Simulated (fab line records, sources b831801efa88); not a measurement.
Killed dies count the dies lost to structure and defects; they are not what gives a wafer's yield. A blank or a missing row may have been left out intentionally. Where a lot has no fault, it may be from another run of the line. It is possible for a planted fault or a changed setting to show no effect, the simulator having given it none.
Chamber matching / flow gf180mcu / GF_V5_CMP_04 on cmp-01 has 4 sister chambers
The step polishes SiO2. 14 wafers are shown with their chamber, then 6 later ones without.

## WAFERS WITH THEIR CHAMBER
wafer=L810.3; chamber=2; motorCurrentA (A)=12.6
wafer=L810.4; chamber=3; motorCurrentA (A)=14.0
wafer=L810.5; chamber=1; motorCurrentA (A)=12.3
wafer=L812.1; chamber=3; motorCurrentA (A)=13.1
wafer=L812.5; chamber=2; motorCurrentA (A)=13.1
wafer=L812.6; chamber=3; motorCurrentA (A)=14.5
wafer=L813.1; chamber=2; motorCurrentA (A)=12.8
wafer=L813.3; chamber=0; motorCurrentA (A)=11.2
wafer=L813.4; chamber=3; motorCurrentA (A)=14.4
wafer=L815.1; chamber=0; motorCurrentA (A)=11.5
wafer=L815.3; chamber=3; motorCurrentA (A)=13.1
wafer=L815.6; chamber=2; motorCurrentA (A)=12.0
wafer=L818.1; chamber=0; motorCurrentA (A)=11.5
wafer=L818.4; chamber=1; motorCurrentA (A)=12.1

SIGNATURES, as means of the wafers listed above
reading=motorCurrentA; chamber 0=11.400; chamber 1=12.200; chamber 2=12.625; chamber 3=13.820; scatter within a chamber=0.509
Rule: for each reading, subtract the chamber's mean from the wafer's reading, divide by that reading's scatter and square the result; add these up over the readings and take the root, which gives the wafer's distance from the chamber. If the next closest chamber is less than 2 further off than the closest, the wafer can't be placed; otherwise it belongs to the closest. How the scatter is found: for the shown wafers, subtract from each reading the mean of its chamber, square and add these, divide the total by (wafers less chambers), then take the root.

## WAFERS WITHOUT THEIR CHAMBER
wafer=L818.6; motorCurrentA (A)=13.9
wafer=L828.2; motorCurrentA (A)=14.0
wafer=L828.5; motorCurrentA (A)=13.1
wafer=L829.2; motorCurrentA (A)=11.0
wafer=L829.4; motorCurrentA (A)=11.9
wafer=L829.6; motorCurrentA (A)=14.0

## WHICH CHAMBER EACH WENT THROUGH
wafer=L818.6; from the rows above=3; in truth=3
wafer=L828.2; from the rows above=3; in truth=3
wafer=L828.5; from the rows above=can't be placed: 2 or 3 or 1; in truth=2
wafer=L829.2; from the rows above=can't be placed: 0 or 1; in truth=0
wafer=L829.4; from the rows above=can't be placed: 1 or 0 or 2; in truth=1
wafer=L829.6; from the rows above=3; in truth=3
3 of 6 placed correctly. Cannot be placed on the basis of these rows: 3; the candidates contain the true chamber in 3. 0 placed wrongly.
